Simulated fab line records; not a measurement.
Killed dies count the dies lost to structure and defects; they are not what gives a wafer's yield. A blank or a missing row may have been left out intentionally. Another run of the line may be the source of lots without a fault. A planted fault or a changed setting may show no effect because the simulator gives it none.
A lot that was struck, set against a sound lot    flow sfq_line    15 out of 325 route steps
Sound: the wafers L317.2, L317.4, L317.5. Struck: wafers L322.3, L322.5 (left out: L322.4, a lot-mate that was not struck); the cause follows at the end.
For every step that has rows: the tool of each side, followed by ch and its chambers, followed by its first start. Under that, the readings that differ: sound wafers    struck wafers    difference of the means    sigmas: that difference in standard deviations of wafers without a fault.
alike: same words and numbers on both sides, and readings whose means sit less than 2 such deviations apart. not compared: any withheld reading, any reading some wafer has no value for, any bound like >300 that may hide the same value, and any number with overlapping values for which the record gives no deviation.
A row with sigmas, a row that says differs or no value, or rows on one side alone: a step with any of these is where the two part. When numbers do not overlap yet have no deviation, they are printed without sigmas and do not part them. A reading that every wafer of one side lacks parts them only if that side has two wafers or more.

first, 1 step without rows for these wafers: SFQ_TRILAYER_M3_STRIP_SOLV_CLEAN_080 (cleans in NMP, time 600 s).
SFQ_TRILAYER_I3_DEP_PECVD_081: deposits SiO2 from SiH4/N2O, time 111.11 s, target thk 500 nm.
  sound on pecvd-03 ch 1,2, day 28 15:30; struck on pecvd-03 ch 0,2, day 29 22:38
  alike: heater_power_w, rf_fwd_power_W, throttle_valve_pct
SFQ_TRILAYER_I3_CMP_CMP_082: polishes SiO2.
  sound on cmp-02 ch 0,1,3, day 29 05:24; struck on cmp-02 ch 0,3, day 30 13:54
  alike: motor_current_A, time_to_endpoint_s
SFQ_I3_BOW_MEAS_922:
  sound on film_metro-02, day 29 07:25; struck on film_metro-03, day 30 16:26
  alike: I3_BOW
SFQ_TRILAYER_I3_METRO_MEASURE_083:
  sound on film_metro-02, day 29 07:43; struck on film_metro-03, day 30 16:55
  alike: thk_nm
then, 6 steps without rows for these wafers: SFQ_TRILAYER_I3_VIA_LITHO_COAT_090 (resist thk 62 nm); SFQ_TRILAYER_I3_VIA_LITHO_COAT_085 (resist thk 650 nm); SFQ_TRILAYER_I3_VIA_LITHO_SOFTBAKE_089; SFQ_TRILAYER_I3_VIA_LITHO_EXPOSE_086 (exposes mask I3, target cd 500 nm); SFQ_TRILAYER_I3_VIA_LITHO_PEB_088 (peb time 60 s); SFQ_TRILAYER_I3_VIA_LITHO_DEVELOP_087 (time 60 s).
-- the record jumps here: 3 days lie between the struck wafers' starts before and after --
SFQ_I3_OVL_MEAS_923:
  sound on overlay-01, day 32 08:55; struck on overlay-02, day 33 10:07
  alike: I3_OVL
SFQ_TRILAYER_I3_VIA_BARC_OPEN_VIA_ETCH_121: etches BARC in O2, target depth 125 nm, time 41.7 s.
  sound on rie_diel-04 ch 0,2, day 32 08:56; struck on rie_diel-03 ch 1,3, day 33 10:08
reading                                                  sound              struck       difference  sigmas
model.KrF_of_TRILAYER_I3_VIA_LITHO_COAT_085.thk_nm (nm)  575.1 574.8 576.5  579.9 580.5  +4.7        
  alike: drypump_motor_current_A, oes_product_au, rf_fwd_power_W
  not compared: rf_hours_counter_h
SFQ_TRILAYER_I3_VIA_ETCH_VIA_ETCH_088: etches SiO2 in CHF3, stops on Nb, target depth 260 nm.
  sound on rie_diel-04 ch 0,2, day 32 08:59; struck on rie_diel-03 ch 1,3, day 33 10:11
reading                                                  sound          struck       difference  sigmas
model.KrF_of_TRILAYER_I3_VIA_LITHO_COAT_085.thk_nm (nm)  529.4 529 531  536.4 536.4  +6.6        
  alike: drypump_motor_current_A, oes_product_au, rf_fwd_power_W
SFQ_TRILAYER_I3_VIA_STRIP_STRIP_089: strips in O2.
  sound on rie_metal-04 ch 0,1, day 32 09:05; struck on rie_metal-04 ch 0, day 33 10:29
  alike: drypump_motor_current_A, oes_product_au
  not compared: rf_hours_counter_h

== WHERE THEY PART ==
Nowhere in this record.

WHY: the cause the simulator had injected
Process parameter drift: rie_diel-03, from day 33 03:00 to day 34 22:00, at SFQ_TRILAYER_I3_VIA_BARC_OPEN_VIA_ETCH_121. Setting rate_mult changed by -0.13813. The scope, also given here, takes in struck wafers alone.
